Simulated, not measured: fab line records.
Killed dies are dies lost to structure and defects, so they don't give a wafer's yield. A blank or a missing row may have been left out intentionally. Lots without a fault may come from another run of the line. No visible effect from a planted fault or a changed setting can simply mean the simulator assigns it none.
fab line records ; flow sky130 ; part 1 of 2: steps 1 to 42 of 43
record lots=6; wafers=18; last-day=50
route steps=708 shown VIA1@462 METAL2@483 PAD_OPEN@708
lots that met no fault: from a run of the same line without faults
start-h: the number of hours between the record's first day and the start of the first shown wafer of the lot ; wait-h: how many hours have passed since the lot's step before this one ; " the same as in the row above ; L1.1+2: a row that stands for several wafers ; - value missing, or start not given ; * or withheld: withheld ; < > ~ a bound
route shown NAME@n: names a module that has steps shown in the file, with the first one's number in the route ; usual: mean/standard deviation of fault-free wafers ; same: alike in all rows ; chamber/n: place in a boat ; sites: each site's reading ; _std_site: the standard deviation of these ; _edge_site: mean of outer sites minus mean of inner sites ; radius-mm: for every site, how far away it sits from the centre of the wafer ; mask NAME#n: copy n ; behind: the most recent tool/chamber to have shaped the wafer ; hold: why the lot went on hold/how many hours it stayed there/how the hold came to an end ; device: the n, p or np transistor that did not switch ; end of line: the route-end tests of the same wafers ; a step without rows: its recipe alone ; killed: not the wafer's yield, but the dies lost to structure and defects at the first sort ; map: shows each die of a wafer: x if killed, . if not, _ if none is there
set.NAME: the setting that was run; set.NAME@STEP: the one run at that earlier step ; model.NAME: the simulator's own value behind a step, which no gauge read
lots at some steps of the route; a table a step, a row a wafer
services: when a tool's chamber went out of use (start-h, in hours from the record's first day, below 0 if earlier), for how many hours, and the reason
## steps
# step SKY_VIA1_DEHYDRATE_04
# recipe temp-c=200; time-s=60
# step SKY_VIA1_HMDS_05
# recipe prime-time-s=60; prime-temp-c=120
# step SKY_VIA1_COAT_06
# recipe resist=BARC; temp-c=withheld; time-s=withheld; spin-rpm=3000; resist-thk-nm=60
# step SKY_VIA1_COAT_07
# recipe resist=KrF-thick; spin-rpm=3000; resist-thk-nm=450
# step SKY_VIA1_SOFTBAKE_08
# recipe temp-c=100; time-s=90; resist=KrF-thick
# step SKY_VIA1_EXPOSE_09
# recipe mask-id=VIM; na=0.8; source-shape=annular; sigma-inner=0.55; sigma-outer=0.85; target-cd-nm=150; dose-mj=38
# step SKY_VIA1_PEB_10
# recipe peb-temp-c=withheld; peb-time-s=withheld; resist=KrF-thick
# step SKY_VIA1_DEVELOP_11
# recipe develop-time-s=60; resist=KrF-thick; dev-temp-c=21
# step SKY_VIA1_CD_MEAS_12
# recipe target-cd-nm=150
# usual cd-nm=150.3/1.5
lot.wafer;tool;chamber;start-h;wait-h;cd-nm
L694.2;cd-sem-01;-;784.53;-;150.9
L694.3;cd-sem-01;-;784.53;-;151.3
L694.5;cd-sem-01;-;784.53;-;151.6
L695.2;cd-sem-01;-;793.69;-;150.5
L695.5;cd-sem-01;-;793.69;-;151.5
L695.6;cd-sem-01;-;793.69;-;150.3
L707.3;cd-sem-02;-;889.18;-;149.3
L707.5;cd-sem-02;-;889.18;-;149.3
L707.6;cd-sem-02;-;889.18;-;150.2
L706.1;cd-sem-01;-;889.75;-;151.2
L706.4;cd-sem-01;-;889.75;-;149.4
L706.6;cd-sem-01;-;889.75;-;150.6
L710.1;cd-sem-02;-;910.60;-;149.4
L710.3;cd-sem-02;-;910.60;-;147.6
L710.6;cd-sem-02;-;910.60;-;149.8
L716.3;cd-sem-02;-;961.53;-;150.7
L716.5;cd-sem-02;-;961.53;-;150.8
L716.6;cd-sem-02;-;961.53;-;151.6
# step SKY_VIA1_OVL_MEAS_13
# usual VIA1_OVL=0/6.4
lot.wafer;tool;chamber;start-h;wait-h;VIA1_OVL[nm]
L694.2;overlay-02;-;784.64;0.1;-5
L694.3;overlay-02;-;784.64;0.1;1
L694.5;overlay-02;-;784.64;0.1;-9
L695.2;overlay-01;-;793.79;0.1;8
L695.5;overlay-01;-;793.79;0.1;8
L695.6;overlay-01;-;793.79;0.1;2
L707.3;overlay-01;-;889.27;0.1;-5
L707.5;overlay-01;-;889.27;0.1;-8
L707.6;overlay-01;-;889.27;0.1;-4
L706.1;overlay-01;-;889.87;0.1;5
L706.4;overlay-01;-;889.87;0.1;-3
L706.6;overlay-01;-;889.87;0.1;5
L710.1;overlay-02;-;910.72;0.1;2
L710.3;overlay-02;-;910.72;0.1;-3
L710.6;overlay-02;-;910.72;0.1;4
L716.3;overlay-02;-;961.62;0.1;-5
L716.5;overlay-02;-;961.62;0.1;-9
L716.6;overlay-02;-;961.62;0.1;-4
# step SKY_VIA1_ETCH_14
# recipe chemistry=N2/H2; target=BARC; ion-energy-ev=200; source-w=500; bias-w=100; pressure-mtorr=30; n2-flow-sccm=100; h2-flow-sccm=200; stop-on=SiO2; time-s=45.9; target-depth-a=600
# step SKY_VIA1_ETCH_15
# recipe target=SiO2; chemistry=C4F8/O2/Ar; target-depth-nm=351; stop-on=TiN; mask-material=KrF-thick; source-w=1500; bias-w=1200; pressure-mtorr=40; c4f8-flow-sccm=withheld; O2_flow_sccm=6; Ar_flow_sccm=300; time-s=54
# step SKY_VIA1_STRIP_16
# recipe chemistry=O2/N2; power-w=1400; pressure-mtorr=1500; platen-temp-c=withheld; o2-flow-sccm=3000; n2-flow-sccm=300; overash-fraction=0.5
# usual drypump-motor-current-A=5.9/0.37; oes-product-au=0.415/0.0052; strip-time-to-endpoint-s=4.462/0.028
lot.wafer;tool;chamber;start-h;wait-h;drypump-motor-current-A;oes-product-au;rf-hours-counter-h;strip-time-to-endpoint-s
L694.2;plasma-asher-04;1;784.76;0.0;5.8;0.413;98;4.462
L694.3;plasma-asher-04;1;784.76;0.0;5.8;0.419;-;4.425
L694.5;plasma-asher-04;1;784.76;0.0;5.8;0.409;-;4.405
L695.2;plasma-asher-02;1;793.91;0.0;5.5;0.419;66;4.445
L695.5;plasma-asher-02;0;793.91;0.0;5.9;0.419;-;4.444
L695.6;plasma-asher-02;1;793.91;0.0;5.5;0.419;-;4.432
L707.3;plasma-asher-02;0;889.42;0.1;5.9;0.408;-;4.419
L707.5;plasma-asher-02;1;889.42;0.1;5.5;0.413;-;4.457
L707.6;plasma-asher-02;0;889.42;0.1;5.9;0.413;-;4.482
L706.1;plasma-asher-02;1;889.99;0.0;5.5;0.418;76;4.472
L706.4;plasma-asher-02;1;889.99;0.0;5.5;0.411;-;4.487
L706.6;plasma-asher-02;0;889.99;0.0;5.9;0.419;-;4.483
L710.1;plasma-asher-04;1;910.84;0.0;5.8;0.415;111;4.503
L710.3;plasma-asher-04;1;910.84;0.0;5.7;0.415;-;4.509
L710.6;plasma-asher-04;1;910.84;0.0;5.8;0.413;-;4.456
L716.3;plasma-asher-03;0;961.77;0.1;6.3;0.420;-;4.482
L716.5;plasma-asher-03;1;961.77;0.1;5.7;0.415;-;4.481
L716.6;plasma-asher-03;0;961.77;0.1;6.3;0.420;-;4.461
# step SKY_VIA1_STRIP_17
# recipe chemistry=post-etch-residue-remover; time-s=1200; temp-c=72.5
# step SKY_VIA1_CLEAN_18
# recipe chemistry=IPA; time-s=180; temp-c=25
# step SKY_VIA1_CLEAN_19
# recipe chemistry=O3/DIW; dry=n2-spin
# step SKY_VIA1_SPUTTER_20
# recipe material=TiN; target-thk-nm=20; chamber-pressure-pa=5; power-w=4000; time-s=80
# usual throttle-valve-pct=30.0/1.2
lot.wafer;tool;chamber;start-h;wait-h;throttle-valve-pct
L694.2;pvd-sputter-04;-;785.37;0.0;29.4
L694.3;pvd-sputter-04;-;785.37;0.0;29.5
L694.5;pvd-sputter-04;-;785.37;0.0;30.8
L695.2;pvd-sputter-04;-;795.01;0.0;29.5
L695.5;pvd-sputter-04;-;795.01;0.0;30.6
L695.6;pvd-sputter-04;-;795.01;0.0;30.8
L707.3;pvd-sputter-03;-;890.01;0.0;28.8
L707.5;pvd-sputter-03;-;890.01;0.0;29.4
L707.6;pvd-sputter-03;-;890.01;0.0;31.2
L706.1;pvd-sputter-02;-;890.61;0.0;28.9
L706.4;pvd-sputter-02;-;890.61;0.0;32.7
L706.6;pvd-sputter-02;-;890.61;0.0;28.9
L710.1;pvd-sputter-04;-;911.43;0.0;30.6
L710.3;pvd-sputter-04;-;911.43;0.0;29.7
L710.6;pvd-sputter-04;-;911.43;0.0;30.8
L716.3;pvd-sputter-03;-;962.67;0.0;28.8
L716.5;pvd-sputter-03;-;962.67;0.0;29.9
L716.6;pvd-sputter-03;-;962.67;0.0;31.3
# step SKY_VIA1_CVD_21
# recipe material=W; target-thk-nm=270; time-s=80.902; temp-c=400; pressure-torr=40
# usual heater-power-w=925/74
lot.wafer;tool;chamber;start-h;wait-h;heater-power-w
L694.2;cvd-w-01;0;785.43;0.0;837
L694.3;cvd-w-01;0;785.43;0.0;840
L694.5;cvd-w-01;1;785.43;0.0;945
L695.2;cvd-w-01;0;795.08;0.0;829
L695.5;cvd-w-01;1;795.08;0.0;915
L695.6;cvd-w-01;0;795.08;0.0;851
L707.3;cvd-w-01;0;890.10;0.1;824
L707.5;cvd-w-01;0;890.10;0.1;865
L707.6;cvd-w-01;1;890.10;0.1;920
L706.1;cvd-w-02;1;890.68;0.0;1052
L706.4;cvd-w-02;1;890.68;0.0;1093
L706.6;cvd-w-02;0;890.68;0.0;929
L710.1;cvd-w-02;0;911.49;0.0;925
L710.3;cvd-w-02;1;911.49;0.0;1058
L710.6;cvd-w-02;0;911.49;0.0;895
L716.3;cvd-w-02;0;962.76;0.1;917
L716.5;cvd-w-02;0;962.76;0.1;913
L716.6;cvd-w-02;1;962.76;0.1;1037
# step SKY_VIA1_RS_MEAS_22
# recipe thk-meas-gauge=four-point-probe; reads=W_of_VIA1_CVD_21+TiN_of_VIA1_SPUTTER_20
# usual VIA1_W_RS=0.428/0.0035
lot.wafer;tool;chamber;start-h;wait-h;VIA1_W_RS[ohm/sq]
L694.2;film-metro-01;-;785.54;0.1;0.430
L694.3;film-metro-01;-;785.54;0.1;0.427
L694.5;film-metro-01;-;785.54;0.1;0.429
L695.2;film-metro-01;-;795.19;0.1;0.424
L695.5;film-metro-01;-;795.19;0.1;0.425
L695.6;film-metro-01;-;795.19;0.1;0.425
L707.3;film-metro-04;-;890.20;0.1;0.424
L707.5;film-metro-04;-;890.20;0.1;0.434
L707.6;film-metro-04;-;890.20;0.1;0.425
L706.1;film-metro-04;-;890.77;0.1;0.428
L706.4;film-metro-04;-;890.77;0.1;0.426
L706.6;film-metro-04;-;890.77;0.1;0.428
L710.1;film-metro-04;-;911.59;0.1;0.435
L710.3;film-metro-04;-;911.59;0.1;0.432
L710.6;film-metro-04;-;911.59;0.1;0.425
L716.3;film-metro-01;-;962.86;0.1;0.431
L716.5;film-metro-01;-;962.86;0.1;0.433
L716.6;film-metro-01;-;962.86;0.1;0.428
# step SKY_VIA1_THK_MEAS_23
# recipe thk-meas-gauge=xrf; reads=W_of_VIA1_CVD_21
# usual VIA1_W_THK=267/3.5
lot.wafer;tool;chamber;start-h;wait-h;VIA1_W_THK[nm]
L694.2;film-metro-01;-;785.65;0.1;265
L694.3;film-metro-01;-;785.65;0.1;270
L694.5;film-metro-01;-;785.65;0.1;267
L695.2;film-metro-01;-;795.30;0.1;272
L695.5;film-metro-01;-;795.30;0.1;270
L695.6;film-metro-01;-;795.30;0.1;270
L707.3;film-metro-04;-;890.30;0.1;264
L707.5;film-metro-04;-;890.30;0.1;259
L707.6;film-metro-04;-;890.30;0.1;264
L706.1;film-metro-04;-;890.89;0.1;263
L706.4;film-metro-04;-;890.89;0.1;263
L706.6;film-metro-04;-;890.89;0.1;263
L710.1;film-metro-04;-;911.71;0.1;260
L710.3;film-metro-04;-;911.71;0.1;258
L710.6;film-metro-04;-;911.71;0.1;264
L716.3;film-metro-01;-;962.96;0.1;263
L716.5;film-metro-01;-;962.96;0.1;263
L716.6;film-metro-01;-;962.96;0.1;265
# step SKY_VIA1_CMP_24
# recipe stop-on=SiO2; t-overpolish-s=15; down-force-psi=3.5; platen-rpm=60; target-thk-nm=0; pad-velocity-m-s=0.94248
# usual motor-current-A=10.6/0.96; overpolish-run-s=15.002/0.0084; time-to-endpoint-s=63/3.9
lot.wafer;tool;chamber;start-h;wait-h;motor-current-A;overpolish-run-s;time-to-endpoint-s
L694.2;cmp-02;0;785.70;0.0;11.5;14.993;63
L694.3;cmp-02;2;785.70;0.0;10.2;14.994;61
L694.5;cmp-02;1;785.70;0.0;8.7;14.983;64
L695.2;cmp-01;1;795.40;0.1;10.1;15.014;64
L695.5;cmp-01;0;795.40;0.1;10.3;14.992;62
L695.6;cmp-01;1;795.40;0.1;10.4;14.993;63
L707.3;cmp-01;3;890.49;0.2;10.0;14.989;69
L707.6;cmp-01;0;890.49;0.2;10.4;14.997;64
L707.5;cmp-01;1;890.49;0.2;11.0;15.007;65
L706.1;cmp-02;0;890.95;0.1;11.6;15.023;63
L706.4;cmp-02;3;890.95;0.1;12.3;15.009;58
L706.6;cmp-02;0;890.95;0.1;11.4;15.011;62
L710.1;cmp-02;0;911.77;0.1;11.1;15.016;62
L710.3;cmp-02;1;911.77;0.1;9.6;14.999;62
L710.6;cmp-02;0;911.77;0.1;10.3;15.000;61
L716.3;cmp-02;2;963.05;0.1;9.8;15.007;55
L716.6;cmp-02;1;963.05;0.1;8.9;15.007;62
L716.5;cmp-02;2;963.05;0.1;10.2;14.992;55
# step SKY_METAL2_SPUTTER_00
# recipe material=Ti; target-thk-nm=15; power-w=3000; time-s=10; chamber-pressure-pa=0.4
# step SKY_METAL2_SPUTTER_01
# recipe material=TiN; target-thk-nm=20; power-w=6500; time-s=16.7; chamber-pressure-pa=0.4
# step SKY_METAL2_SPUTTER_02
# recipe material=AlCu; target-thk-nm=250; power-w=10600; time-s=13.3; chamber-pressure-pa=0.4
# step SKY_METAL2_SPUTTER_03
# recipe material=Ti; target-thk-nm=5; power-w=3000; time-s=3.3; chamber-pressure-pa=0.4
# step SKY_METAL2_SPUTTER_04
# recipe material=TiN; target-thk-nm=70; power-w=6500; time-s=58.3; chamber-pressure-pa=0.4
# step SKY_METAL2_RS_MEAS_05
# recipe thk-meas-gauge=four-point-probe; reads=TiN_of_METAL2_SPUTTER_04+Ti_of_METAL2_SPUTTER_03+AlCu_of_METAL2_SPUTTER_02+TiN_of_METAL2_SPUTTER_01+Ti_of_METAL2_SPUTTER_00
# usual METAL2_ALCU_RS=0.1268/0.0013
lot.wafer;tool;chamber;start-h;wait-h;METAL2_ALCU_RS[ohm/sq]
L694.2;film-metro-02;-;786.17;0.0;0.1279
L694.3;film-metro-02;-;786.17;0.0;0.1271
L694.5;film-metro-02;-;786.17;0.0;0.1276
L695.2;film-metro-01;-;795.81;0.0;0.1277
L695.5;film-metro-01;-;795.81;0.0;0.1277
L695.6;film-metro-01;-;795.81;0.0;0.1255
L707.3;film-metro-01;-;890.82;0.1;0.1277
L707.5;film-metro-01;-;890.82;0.1;0.1276
L707.6;film-metro-01;-;890.82;0.1;0.1274
L706.1;film-metro-04;-;891.39;0.0;0.1244
L706.4;film-metro-04;-;891.39;0.0;0.1249
L706.6;film-metro-04;-;891.39;0.0;0.1247
L710.1;film-metro-02;-;912.21;0.0;0.1254
L710.3;film-metro-02;-;912.21;0.0;0.1263
L710.6;film-metro-02;-;912.21;0.0;0.1258
L716.3;film-metro-01;-;963.48;0.1;0.1278
L716.5;film-metro-01;-;963.48;0.1;0.1274
L716.6;film-metro-01;-;963.48;0.1;0.1271
# step SKY_METAL2_THK_MEAS_06
# recipe thk-meas-gauge=xrf; reads=AlCu_of_METAL2_SPUTTER_02
# usual METAL2_ALCU_THK=253.5/2.8
lot.wafer;tool;chamber;start-h;wait-h;METAL2_ALCU_THK[nm]
L694.2;film-metro-02;-;786.28;0.1;252.1
L694.3;film-metro-02;-;786.28;0.1;253.5
L694.5;film-metro-02;-;786.28;0.1;252.1
L695.2;film-metro-01;-;795.92;0.1;252.3
L695.5;film-metro-01;-;795.92;0.1;251.5
L695.6;film-metro-01;-;795.92;0.1;256.9
L707.3;film-metro-01;-;890.92;0.1;253.3
L707.5;film-metro-01;-;890.92;0.1;251.6
L707.6;film-metro-01;-;890.92;0.1;251.5
L706.1;film-metro-04;-;891.51;0.1;257.8
L706.4;film-metro-04;-;891.51;0.1;257.2
L706.6;film-metro-04;-;891.51;0.1;257.8
L710.1;film-metro-02;-;912.33;0.1;256.1
L710.3;film-metro-02;-;912.33;0.1;252.7
L710.6;film-metro-02;-;912.33;0.1;254.5
L716.3;film-metro-01;-;963.58;0.1;251.9
L716.5;film-metro-01;-;963.58;0.1;251.8
L716.6;film-metro-01;-;963.58;0.1;253.4
# step SKY_METAL2_DEHYDRATE_07
# recipe temp-c=200; time-s=60
# step SKY_METAL2_HMDS_08
# recipe prime-time-s=60; prime-temp-c=120
# step SKY_METAL2_COAT_09
# recipe resist=BARC; temp-c=withheld; time-s=withheld; spin-rpm=3000; resist-thk-nm=60
# step SKY_METAL2_COAT_10
# recipe resist=KrF-thick; spin-rpm=3000; resist-thk-nm=450
# step SKY_METAL2_SOFTBAKE_11
# recipe temp-c=100; time-s=90; resist=KrF-thick
# step SKY_METAL2_EXPOSE_12
# recipe mask-id=MM2; na=0.8; source-shape=annular; sigma-inner=0.55; sigma-outer=0.85; target-cd-nm=140; dose-mj=28
# step SKY_METAL2_PEB_13
# recipe peb-temp-c=withheld; peb-time-s=withheld; resist=KrF-thick
# step SKY_METAL2_DEVELOP_14
# recipe develop-time-s=60; resist=KrF-thick; dev-temp-c=21
# step SKY_METAL2_CD_MEAS_15
# recipe target-cd-nm=140
# usual cd-nm=140.5/1.6
lot.wafer;tool;chamber;start-h;wait-h;cd-nm
L694.2;cd-sem-01;-;812.86;-;140.5
L694.3;cd-sem-01;-;812.86;-;142.0
L694.5;cd-sem-01;-;812.86;-;139.8
L695.2;cd-sem-02;-;825.65;-;137.5
L695.5;cd-sem-02;-;825.65;-;136.5
L695.6;cd-sem-02;-;825.65;-;138.8
L707.3;cd-sem-01;-;915.96;-;140.5
L707.5;cd-sem-01;-;915.96;-;140.1
L707.6;cd-sem-01;-;915.96;-;139.3
L706.1;cd-sem-02;-;916.00;-;139.9
L706.4;cd-sem-02;-;916.00;-;139.5
L706.6;cd-sem-02;-;916.00;-;140.0
L710.1;cd-sem-02;-;936.60;-;142.7
L710.3;cd-sem-02;-;936.60;-;142.7
L710.6;cd-sem-02;-;936.60;-;142.2
L716.3;cd-sem-01;-;987.19;-;140.8
L716.5;cd-sem-01;-;987.19;-;140.7
L716.6;cd-sem-01;-;987.19;-;139.4
# step SKY_METAL2_OVL_MEAS_16
# usual METAL2_OVL=0/4.5
lot.wafer;tool;chamber;start-h;wait-h;METAL2_OVL[nm]
L694.2;overlay-02;-;812.97;0.1;-5
L694.3;overlay-02;-;812.97;0.1;2
L694.5;overlay-02;-;812.97;0.1;-7
L695.2;overlay-01;-;825.76;0.1;-6
L695.5;overlay-01;-;825.76;0.1;-8
L695.6;overlay-01;-;825.76;0.1;0
L707.3;overlay-02;-;916.05;0.1;-10
L707.5;overlay-02;-;916.05;0.1;-11
L707.6;overlay-02;-;916.05;0.1;-8
L706.1;overlay-01;-;916.12;0.1;5
L706.4;overlay-01;-;916.12;0.1;1
L706.6;overlay-01;-;916.12;0.1;9
L710.1;overlay-01;-;936.72;0.1;5
L710.3;overlay-01;-;936.72;0.1;3
L710.6;overlay-01;-;936.72;0.1;0
L716.3;overlay-01;-;987.28;0.1;2
L716.5;overlay-01;-;987.28;0.1;3
L716.6;overlay-01;-;987.28;0.1;-1
# step SKY_METAL2_DESCUM_17
# recipe chemistry=O2; source-power-w=150; bias-power-w=0; pressure-mtorr=10; temp-c=40; time-s=8
# step SKY_METAL2_ETCH_18
# recipe chemistry=N2/H2; target=BARC; ion-energy-ev=200; bias-w=100; pressure-mtorr=30; n2-flow-sccm=100; h2-flow-sccm=200; icp-w=500; stop-on=SiO2; time-s=45.9; target-depth-a=600
# step SKY_METAL2_METAL_ETCH_19
# recipe target-depth-a=3600; stop-on=SiO2; over-etch-frac=0.3; time-s=78; chemistry=Cl2/BCl3; resist-sidewall-deg=88; pressure-mtorr=10; icp-w=900; bias-w=48.5; Cl2_flow_sccm=60; bcl3-flow-sccm=30
# usual bias-w=48.48/0.15; drypump-motor-current-A=5.7/0.57; oes-product-au=0.855/0.0058; throttle-valve-pct=22.265/0.0095
lot.wafer;tool;chamber;start-h;wait-h;bias-w;drypump-motor-current-A;oes-product-au;rf-hours-counter-h;throttle-valve-pct
L694.2;rie-metal-03;0;813.10;0.0;48.23;6.2;0.847;2;22.265
L694.3;rie-metal-03;1;813.10;0.0;48.62;5.0;0.849;-;22.256
L694.5;rie-metal-03;0;813.10;0.0;48.46;6.2;0.854;-;22.281
L695.2;rie-metal-04;1;825.88;0.0;48.43;5.6;0.854;15;22.262
L695.5;rie-metal-04;1;825.88;0.0;48.87;5.6;0.848;-;22.279
L695.6;rie-metal-04;0;825.88;0.0;48.58;6.4;0.862;-;22.266
L707.3;rie-metal-03;1;916.20;0.1;48.23;5.0;0.857;-;22.264
L707.5;rie-metal-03;0;916.20;0.1;48.44;6.2;0.854;-;22.272
L707.6;rie-metal-03;1;916.20;0.1;48.42;5.0;0.845;-;22.270
L706.1;rie-metal-04;0;916.25;0.0;48.32;6.5;0.853;10;22.263
L706.4;rie-metal-04;1;916.25;0.0;48.40;5.6;0.861;-;22.274
L706.6;rie-metal-04;0;916.25;0.0;48.40;6.5;0.857;-;22.271
L710.1;rie-metal-02;1;936.85;0.0;48.49;5.9;0.866;9;22.267
L710.3;rie-metal-02;1;936.85;0.0;48.36;5.9;0.849;-;22.267
L710.6;rie-metal-02;1;936.85;0.0;48.60;5.9;0.853;-;22.258
L716.3;rie-metal-03;0;987.43;0.1;48.37;6.3;0.862;-;22.253
L716.5;rie-metal-03;1;987.43;0.1;48.51;5.0;0.864;-;22.264
L716.6;rie-metal-03;0;987.43;0.1;48.45;6.2;0.854;-;22.273
# step SKY_METAL2_STRIP_20
# recipe chemistry=O2/N2; power-w=1400; pressure-mtorr=1500; platen-temp-c=withheld; o2-flow-sccm=3000; n2-flow-sccm=300; overash-fraction=0.5
# usual drypump-motor-current-A=5.8/0.43; oes-product-au=0.343/0.0052; strip-time-to-endpoint-s=2.70/0.044
lot.wafer;tool;chamber;start-h;wait-h;drypump-motor-current-A;oes-product-au;rf-hours-counter-h;strip-time-to-endpoint-s
L694.2;plasma-asher-03;0;813.19;0.1;6.3;0.344;7;2.65
L694.3;plasma-asher-03;0;813.19;0.1;6.3;0.342;-;2.64
L694.5;plasma-asher-03;1;813.19;0.1;5.7;0.344;-;2.71
L695.2;plasma-asher-02;1;825.97;0.1;5.5;0.344;69;2.71
L695.5;plasma-asher-02;0;825.97;0.1;5.9;0.350;-;2.70
L695.6;plasma-asher-02;1;825.97;0.1;5.5;0.339;-;2.67
L707.3;plasma-asher-02;0;916.29;0.1;5.9;0.350;-;2.67
L707.5;plasma-asher-02;1;916.29;0.1;5.5;0.342;-;2.71
L707.6;plasma-asher-02;0;916.29;0.1;5.9;0.336;-;2.67
L706.1;plasma-asher-03;1;916.34;0.1;5.7;0.339;17;2.73
L706.4;plasma-asher-03;1;916.34;0.1;5.7;0.349;-;2.77
L706.6;plasma-asher-03;1;916.34;0.1;5.7;0.348;-;2.71
L710.1;plasma-asher-02;0;936.94;0.1;5.9;0.358;80;2.68
L710.3;plasma-asher-02;0;936.94;0.1;5.9;0.347;-;2.66
L710.6;plasma-asher-02;1;936.94;0.1;5.5;0.338;-;2.66
L716.3;plasma-asher-02;0;987.52;0.1;5.9;0.343;-;2.71
L716.5;plasma-asher-02;1;987.52;0.1;5.5;0.336;-;2.68
L716.6;plasma-asher-02;0;987.52;0.1;5.9;0.345;-;2.73
